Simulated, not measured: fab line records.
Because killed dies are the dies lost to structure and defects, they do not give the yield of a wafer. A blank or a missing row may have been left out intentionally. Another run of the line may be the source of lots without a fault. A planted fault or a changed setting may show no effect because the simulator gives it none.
Struck lot and sound lot, side by side || flow sky130 || 16 steps out of a route of 708
Sound: these wafers, L799.2, L799.5, L799.6. Struck: wafers L804.5, L804.6 (left out: L804.1, a lot-mate that was not struck); the cause follows at the end.
For every step that has rows: the tool of each side, followed by ch and its chambers, followed by its first start. Under that, the readings that differ: sound wafers || struck wafers || difference of the means || sigmas: that difference in standard deviations of wafers without a fault.
alike: a reading whose means differ by less than 2 such deviations, as well as words and numbers matching on both sides. not compared: withheld readings; readings where some wafer has no value; bounds like >300 that might hide an equal value; numbers whose values overlap and for which the record gives no deviation.
A row with sigmas, a row that says differs or no value, or rows on one side alone: a step with any of these is where the two part. Non-overlapping numbers with no deviation appear without sigmas and do not part them. A reading that every wafer of one side lacks parts them only if that side has two wafers or more.

first, 2 steps without rows for these wafers: SKY_METAL3_PEB_11; SKY_METAL3_DEVELOP_12 (develop time 60 s).
SKY_METAL3_CD_MEAS_13: the cd target is 300 nm.
  sound: cd-sem-01 at day 40 11:05; struck: cd-sem-02 at day 41 23:50
  alike: cd-nm
SKY_METAL3_OVL_MEAS_14:
  sound: overlay-02 at day 40 11:11; struck: overlay-01 at day 41 23:58
  alike: METAL3_OVL
then, 1 step without rows for these wafers: SKY_METAL3_DESCUM_15 (chemistry O2, time 8 s).
SKY_METAL3_ETCH_16: etches BARC in N2/H2, stops on SiO2, time 88.2 s, target depth 60 nm.
  sound on rie-metal-02 ch 0,1, day 40 11:15; struck on rie-metal-02 ch 0,1, day 42 00:01
  alike: chamber-pressure-mTorr, drypump-motor-current-A, he-backside-leak-sccm, oes-product-au, throttle-valve-pct
  not compared: rf-hours-counter-h
SKY_METAL3_ETCH_17: etches SiO2 in C4F8/O2/Ar, stops on TiN, time 3.9 s, target depth 15 nm.
  sound on rie-diel-04 ch 0,1,2, day 40 11:21; struck on rie-diel-02 ch 1,2, day 42 00:07
  alike: chamber-pressure-mTorr, oes-product-au
  not compared: rf-hours-counter-h
SKY_METAL3_METAL_ETCH_18: etches the open film in Cl2/BCl3, stops on SiO2, target depth 845 nm, time 183.1 s.
  sound on rie-metal-03 ch 1, day 40 11:26; struck on rie-metal-03 ch 0,1, day 42 00:08
  alike: bcl3-flow-sccm, chamber-pressure-mTorr, drypump-motor-current-A, he-backside-leak-sccm, oes-product-au, throttle-valve-pct
  not compared: rf-hours-counter-h
SKY_METAL3_STRIP_19: strips in O2/N2.
  sound on plasma-asher-02 ch 0,1, day 40 11:43; struck on plasma-asher-04 ch 0,1, day 42 00:19
  alike: chamber-pressure-mTorr, drypump-motor-current-A, oes-product-au, strip-time-to-endpoint-s
  not compared: rf-hours-counter-h
then, 3 steps without rows for these wafers: SKY_METAL3_STRIP_20 (strips in post etch residue remover, time 1200 s); SKY_METAL3_CLEAN_21 (cleans in IPA, time 180 s); SKY_METAL3_CLEAN_22 (cleans in O3/DIW).
SKY_VIA3_HDPCVD_00: deposits SiO2, target thk 1635 nm, time 261.3 s.
  sound on hdpcvd-01 ch 0,1, day 40 12:19; struck on hdpcvd-01 ch 0,2, day 42 01:00
{"reading": "model.SiO2_of_VIA3_HDPCVD_00.thk-nm (nm)", "sound": "1571 1553 1522", "struck": "2410 2415", "difference": "+864", "sigmas": ""}
SKY_VIA3_THK_MEAS_01:
  sound: film-metro-04 at day 40 12:30; struck: film-metro-02 at day 42 01:10
{"reading": "VIA3_HDPCVD_THK (nm)", "sound": "1571 1554 1523", "struck": "2412 2415", "difference": "+864", "sigmas": "+45"}
SKY_VIA3_CMP_02: polishes SiO2.
  sound on cmp-02 ch 1,2, day 40 12:33; struck on cmp-02 ch 0,3, day 42 01:17
  alike: motor-current-A, retaining-ring-pressure-frac
then, 1 step without rows for these wafers: SKY_PAD_OPEN_PROBE_99.

## WHERE THEY PART
Only at SKY_VIA3_THK_MEAS_01, as far as this record shows. Later steps at which nothing parts them and some readings are alike: SKY_VIA3_CMP_02.

WHY: whatever the simulator had introduced
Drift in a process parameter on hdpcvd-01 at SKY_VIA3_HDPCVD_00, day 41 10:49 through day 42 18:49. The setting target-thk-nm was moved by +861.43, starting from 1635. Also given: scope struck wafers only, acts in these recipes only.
